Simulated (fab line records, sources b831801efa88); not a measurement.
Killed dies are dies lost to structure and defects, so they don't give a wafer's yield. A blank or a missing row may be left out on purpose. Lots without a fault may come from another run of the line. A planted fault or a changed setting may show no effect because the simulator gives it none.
A struck lot beside a sound one | flow sky130 | 16 steps out of a route of 708
Sound: wafers L490.1, L490.2, L490.3. Struck: wafers L482.2, L482.4, L482.5. The cause comes at the end.
At each step with rows: each side's tool, then ch and its chambers, then its first start. Under that, the readings that differ: sound wafers | struck wafers | difference of the means | sigmas: that difference in standard deviations of wafers without a fault.
alike: readings whose means differ by less than 2 such deviations, and words and numbers that are the same on both sides. not compared: withheld readings, readings that some wafer has no value for, bounds like >300 that may hide the same value, and numbers for which the record gives no deviation and whose values overlap.
The two part at a step that has a row with sigmas, a row that says differs or no value, or rows on one side only. Numbers that don't overlap but have no deviation are shown without sigmas and don't part them. A reading that every wafer of one side lacks parts them only if that side has two wafers or more.

first, 1 step without rows for these wafers: SKY_VT_ADJUST_HVTR_DEVELOP_06 (develop time 60 s).
SKY_VT_ADJUST_HVTR_CD_MEAS_07: target cd 380 nm.
  sound on cd_sem-02, day 16 01:12; struck on cd_sem-01, day 13 07:25
  alike: cd_nm
SKY_VT_ADJUST_HVTR_OVL_MEAS_08:
  sound on overlay-01, day 16 01:19; struck on overlay-02, day 13 07:31
  alike: VT_ADJUST_HVTR_OVL
then, 1 step without rows for these wafers: SKY_VT_ADJUST_HVTR_IMPLANT_09.
SKY_VT_ADJUST_HVTR_STRIP_10: strips in O2/N2.
  sound on plasma_asher-01 ch 0,1, day 16 01:30; struck on plasma_asher-02 ch 0,1, day 13 07:42
  alike: drypump_motor_current_A, oes_product_au, strip_time_to_endpoint_s
  not compared: rf_hours_counter_h
SKY_VT_ADJUST_HVTR_TW_MEAS_11:
  sound on film_metro-03, day 16 01:36; struck on film_metro-01, day 13 07:49
  alike: VT_ADJUST_HVTR_TW
then, 6 steps without rows for these wafers: SKY_VT_ADJUST_PCH_DEHYDRATE_00 (time 60 s); SKY_VT_ADJUST_PCH_HMDS_01 (prime time 60 s); SKY_VT_ADJUST_PCH_COAT_02 (resist thk 3000 nm); SKY_VT_ADJUST_PCH_SOFTBAKE_03; SKY_VT_ADJUST_PCH_EXPOSE_04 (exposes mask NWM, target cd 840 nm); SKY_VT_ADJUST_PCH_PEB_05.
SKY_VT_ADJUST_PCH_DEVELOP_06: develop time 60 s.
  sound on litho_track-04 ch 0, day 17 05:00; struck on litho_track-03 ch 0, day 14 09:00
  alike: developer_temp_C
SKY_VT_ADJUST_PCH_OVL_MEAS_07:
  sound on overlay-02, day 17 05:33; struck on overlay-01, day 14 09:14
  reading                | sound          | struck | difference                    | sigmas
  VT_ADJUST_PCH_OVL (nm) | -0.3 -0.9 -0.9 | - - -  | no value on the struck wafers |
then, 1 step without rows for these wafers: SKY_VT_ADJUST_PCH_IMPLANT_08.
-- the record jumps here: 35 days lie between the struck wafers' starts before and after (it left off in module VT_ADJUST_PCH and takes up again in module PAD_OPEN, whose first step shown is number 708 of the route) --
SKY_PAD_OPEN_PROBE_99:
  the record has rows for the struck wafers here (prober-01, day 48 23:46) and none for the sound ones

WHERE THEY PART
First at SKY_VT_ADJUST_PCH_OVL_MEAS_07; last, within this record, at SKY_PAD_OPEN_PROBE_99.

WHY: what the simulator had put in
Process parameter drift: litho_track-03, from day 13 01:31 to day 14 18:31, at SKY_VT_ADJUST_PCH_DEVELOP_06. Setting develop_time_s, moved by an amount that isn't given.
